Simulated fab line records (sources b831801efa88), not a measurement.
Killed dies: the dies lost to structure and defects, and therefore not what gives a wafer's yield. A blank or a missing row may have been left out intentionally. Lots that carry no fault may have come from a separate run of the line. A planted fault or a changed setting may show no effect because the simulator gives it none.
Comparing a struck lot with a sound one | flow sky130 | 19 out of 708 route steps
Sound: the wafers L106.3, L106.5, L106.6. Struck: wafers L120.3, L120.4, L120.5. The cause is named last.
Order at every step that has rows: each side's tool, ch and its chambers, its first start. Under that, the readings that differ: sound wafers | struck wafers | difference of the means | sigmas: that difference in standard deviations of wafers without a fault.
alike: same words and numbers on both sides, and readings whose means sit less than 2 such deviations apart. not compared: any withheld reading, any reading some wafer has no value for, any bound like >300 that may hide the same value, and any number with overlapping values for which the record gives no deviation.
A row with sigmas, a row that says differs or no value, or rows on one side alone: a step with any of these is where the two part. Numbers that don't overlap but have no deviation are shown without sigmas and don't part them. A reading missing from all wafers of one side parts the sides only when that side holds two or more wafers.

first, 6 steps without rows for these wafers: SKY_LDD_HVN_HMDS_01 (prime time 60 s); SKY_LDD_HVN_COAT_02 (resist thk 300 nm); SKY_LDD_HVN_SOFTBAKE_03 (time 60 s); SKY_LDD_HVN_EXPOSE_04 (exposes mask HVNTM, target cd 700 nm); SKY_LDD_HVN_PEB_05; SKY_LDD_HVN_DEVELOP_06 (develop time 60 s).
SKY_LDD_HVN_OVL_MEAS_07:
  sound on overlay-01, day 20 20:46; struck on overlay-01, day 26 14:46
  reading          | sound          | struck      | difference | sigmas
  LDD_HVN_OVL (nm) | -2.1 -0.8 -3.0 | 0.9 3.1 2.7 | +4.2       | +3
after that, 1 step had no rows for these wafers: SKY_LDD_HVN_IMPLANT_08.
SKY_LDD_HVN_STRIP_09: strips in O2/N2.
  sound on plasma asher-01 ch 0,1, day 20 20:59; struck on plasma asher-03 ch 0,1, day 26 14:59
  alike: drypump motor current A, o2 flow sccm, oes product au, strip time to endpoint s
  not compared: rf hours counter h
SKY_LDD_HVN_TW_MEAS_10:
  sound on film metro-02, day 20 21:04; struck on film metro-02, day 26 15:04
  alike: LDD_HVN_TW
then, 2 steps without rows for these wafers: SKY_LDD_HVP_DEHYDRATE_00 (time 60 s); SKY_LDD_HVP_HMDS_01 (prime time 60 s).
SKY_LDD_HVP_COAT_02: resist thk 300 nm.
  sound on litho track-02 ch 0, day 21 11:01; struck on litho track-01, day 27 05:32
  no value came back on the struck wafers for chill plate temp C (C), dispense pressure kPa (kPa); on the sound wafers chill plate temp C (C) reads 22.91 22.96 22.93
then, 4 steps without rows for these wafers: SKY_LDD_HVP_SOFTBAKE_03 (time 60 s); SKY_LDD_HVP_EXPOSE_04 (exposes mask HVPTM, target cd 700 nm); SKY_LDD_HVP_PEB_05; SKY_LDD_HVP_DEVELOP_06 (develop time 60 s).
SKY_LDD_HVP_OVL_MEAS_07:
  sound on overlay-01, day 22 03:41; struck on overlay-01, day 27 19:59
  reading          | sound       | struck | difference                    | sigmas
  LDD_HVP_OVL (nm) | 0.9 1.6 0.6 | - - -  | no value on the struck wafers |
after that, 1 step had no rows for these wafers: SKY_LDD_HVP_IMPLANT_08.

WHERE THEY PART
Earliest at SKY_LDD_HVN_OVL_MEAS_07; latest, in this record, at SKY_LDD_HVP_OVL_MEAS_07.

WHY: whatever the simulator had introduced
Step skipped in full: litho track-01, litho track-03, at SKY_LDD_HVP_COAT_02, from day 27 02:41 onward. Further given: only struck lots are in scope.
